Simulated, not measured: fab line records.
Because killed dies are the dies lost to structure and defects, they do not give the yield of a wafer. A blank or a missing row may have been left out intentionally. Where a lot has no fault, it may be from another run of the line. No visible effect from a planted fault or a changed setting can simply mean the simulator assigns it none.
Split-lot trial || flow gf180mcu || 23 wafers read from 5 lots, route of 602 steps

== THE SPLIT ==
At GF_V4_COAT_09 (resist thk 1000 nm), the setting resist_thk_nm was moved away from the recipe's 1000 nm on 6 of the 23 wafers read, by -3.8% to +4.9%. All remaining wafers had this setting at the recipe value.

The reading comes from the split's own step.

== THE READING ==
KrF_of_V4_COAT_09.thk_nm (the simulator's own value, which no gauge read), in nm, at GF_V4_COAT_09 (resist thk 1000 nm). The file does not state a usual value for it. Across the 17 wafers here that went through the recipe, the average is 1001.6 nm and the standard deviation 2.1 nm.

{"wafer": "L076.1", "tool, chamber at the split": "litho_track-01, 0", "resist_thk_nm as run, nm": 1049, "against the recipe": "+4.9%", "KrF_of_V4_COAT_09.thk_nm, nm": 1048, "against lot-mates on the recipe": "+48.7"}
{"wafer": "L076.2", "tool, chamber at the split": "litho_track-01, 0", "resist_thk_nm as run, nm": 1049, "against the recipe": "+4.9%", "KrF_of_V4_COAT_09.thk_nm, nm": 1049, "against lot-mates on the recipe": "+49.7"}
{"wafer": "L076.3", "tool, chamber at the split": "litho_track-01, 0", "resist_thk_nm as run, nm": 1000, "against the recipe": "recipe", "KrF_of_V4_COAT_09.thk_nm, nm": 999, "against lot-mates on the recipe": "-"}
{"wafer": "L076.5", "tool, chamber at the split": "litho_track-01, 0", "resist_thk_nm as run, nm": 1000, "against the recipe": "recipe", "KrF_of_V4_COAT_09.thk_nm, nm": 998.8, "against lot-mates on the recipe": "-"}
{"wafer": "L076.6", "tool, chamber at the split": "litho_track-01, 0", "resist_thk_nm as run, nm": 1000, "against the recipe": "recipe", "KrF_of_V4_COAT_09.thk_nm, nm": 1000, "against lot-mates on the recipe": "-"}
{"wafer": "L078.1", "tool, chamber at the split": "litho_track-01, 0", "resist_thk_nm as run, nm": 1000, "against the recipe": "recipe", "KrF_of_V4_COAT_09.thk_nm, nm": 1003, "against lot-mates on the recipe": "-"}
{"wafer": "L078.3", "tool, chamber at the split": "litho_track-01, 0", "resist_thk_nm as run, nm": 1000, "against the recipe": "recipe", "KrF_of_V4_COAT_09.thk_nm, nm": 1003, "against lot-mates on the recipe": "-"}
{"wafer": "L078.2", "tool, chamber at the split": "litho_track-01, 0", "resist_thk_nm as run, nm": 1000, "against the recipe": "recipe", "KrF_of_V4_COAT_09.thk_nm, nm": 1004, "against lot-mates on the recipe": "-"}
{"wafer": "L078.4", "tool, chamber at the split": "litho_track-01, 0", "resist_thk_nm as run, nm": 962.1, "against the recipe": "-3.8%", "KrF_of_V4_COAT_09.thk_nm, nm": 966.6, "against lot-mates on the recipe": -36.7}
{"wafer": "L078.6", "tool, chamber at the split": "litho_track-01, 0", "resist_thk_nm as run, nm": 962.1, "against the recipe": "-3.8%", "KrF_of_V4_COAT_09.thk_nm, nm": 961.1, "against lot-mates on the recipe": -42.2}
{"wafer": "L081.1", "tool, chamber at the split": "litho_track-01, 0", "resist_thk_nm as run, nm": 1000, "against the recipe": "recipe", "KrF_of_V4_COAT_09.thk_nm, nm": 999.9, "against lot-mates on the recipe": "-"}
{"wafer": "L081.2", "tool, chamber at the split": "litho_track-01, 0", "resist_thk_nm as run, nm": 1000, "against the recipe": "recipe", "KrF_of_V4_COAT_09.thk_nm, nm": 1001, "against lot-mates on the recipe": "-"}
{"wafer": "L081.3", "tool, chamber at the split": "litho_track-01, 0", "resist_thk_nm as run, nm": 1000, "against the recipe": "recipe", "KrF_of_V4_COAT_09.thk_nm, nm": 999.2, "against lot-mates on the recipe": "-"}
{"wafer": "L081.4", "tool, chamber at the split": "litho_track-01, 0", "resist_thk_nm as run, nm": 1000, "against the recipe": "recipe", "KrF_of_V4_COAT_09.thk_nm, nm": 1004, "against lot-mates on the recipe": "-"}
{"wafer": "L081.6", "tool, chamber at the split": "litho_track-01, 0", "resist_thk_nm as run, nm": 1000, "against the recipe": "recipe", "KrF_of_V4_COAT_09.thk_nm, nm": 1007, "against lot-mates on the recipe": "-"}
{"wafer": "L080.1", "tool, chamber at the split": "litho_track-03, 0", "resist_thk_nm as run, nm": 1000, "against the recipe": "recipe", "KrF_of_V4_COAT_09.thk_nm, nm": 1001, "against lot-mates on the recipe": "-"}
{"wafer": "L080.3", "tool, chamber at the split": "litho_track-03, 0", "resist_thk_nm as run, nm": 1000, "against the recipe": "recipe", "KrF_of_V4_COAT_09.thk_nm, nm": 999.7, "against lot-mates on the recipe": "-"}
{"wafer": "L080.5", "tool, chamber at the split": "litho_track-03, 0", "resist_thk_nm as run, nm": 1000, "against the recipe": "recipe", "KrF_of_V4_COAT_09.thk_nm, nm": 1002, "against lot-mates on the recipe": "-"}
{"wafer": "L085.1", "tool, chamber at the split": "litho_track-03, 0", "resist_thk_nm as run, nm": 1000, "against the recipe": "recipe", "KrF_of_V4_COAT_09.thk_nm, nm": 1002, "against lot-mates on the recipe": "-"}
{"wafer": "L085.2", "tool, chamber at the split": "litho_track-03, 0", "resist_thk_nm as run, nm": 1000, "against the recipe": "recipe", "KrF_of_V4_COAT_09.thk_nm, nm": 1002, "against lot-mates on the recipe": "-"}
{"wafer": "L085.3", "tool, chamber at the split": "litho_track-03, 0", "resist_thk_nm as run, nm": 1000, "against the recipe": "recipe", "KrF_of_V4_COAT_09.thk_nm, nm": 1001, "against lot-mates on the recipe": "-"}
{"wafer": "L085.5", "tool, chamber at the split": "litho_track-03, 0", "resist_thk_nm as run, nm": 1031, "against the recipe": "+3.1%", "KrF_of_V4_COAT_09.thk_nm, nm": 1032, "against lot-mates on the recipe": "+30.3"}
{"wafer": "L085.6", "tool, chamber at the split": "litho_track-03, 0", "resist_thk_nm as run, nm": 1031, "against the recipe": "+3.1%", "KrF_of_V4_COAT_09.thk_nm, nm": 1034, "against lot-mates on the recipe": "+32.3"}

FIT RESULTS
A straight line over all 23 wafers: KrF_of_V4_COAT_09.thk_nm changes by +9.81 nm for each +1% of resist_thk_nm; r = +0.99; the points scatter about the line by 2.2 nm.
The same after taking each lot's own level away (the mean of its wafers on the recipe; 23 wafers): +10.2 nm for each +1%; r = +1.00; scatter 1.8 nm.
On that fit, the largest move of resist_thk_nm shifts the reading by 50 nm.
From 999.27 to 1003.33 nm: that is the span of the lots' own levels, equal to 1.9 times the standard deviation above.
The two slopes agree, so the slope changes little with the lot-to-lot level.
Check: with one of the wafers moved furthest among these (+4.9%) left out of the fit, the line predicts +50.1 nm for it against its lot-mates. Against them it came out at +48.7 nm.

== OTHER SPLITS APPLIED TO THESE WAFERS ==
Before the reading, these wafers also passed through other splits. Each is held against what the fit with the lots' levels taken away leaves over:
{"other split on the same wafers": "GF_V3_CVD_23 temp_c", "wafers away from the commonest value": 11, "r with KrF_of_V4_COAT_09.thk_nm (lot level and that fit taken away)": -0.19}
{"other split on the same wafers": "GF_M4_SPUTTER_00 time_s", "wafers away from the commonest value": 9, "r with KrF_of_V4_COAT_09.thk_nm (lot level and that fit taken away)": -0.24}
{"other split on the same wafers": "GF_M4_METAL_ETCH_16 time_s", "wafers away from the commonest value": 10, "r with KrF_of_V4_COAT_09.thk_nm (lot level and that fit taken away)": -0.25}

== THE FILE'S OWN FIT ==
KrF_of_V4_COAT_09.thk_nm changes by +10.2 nm for each +1% of resist_thk_nm, r = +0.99.
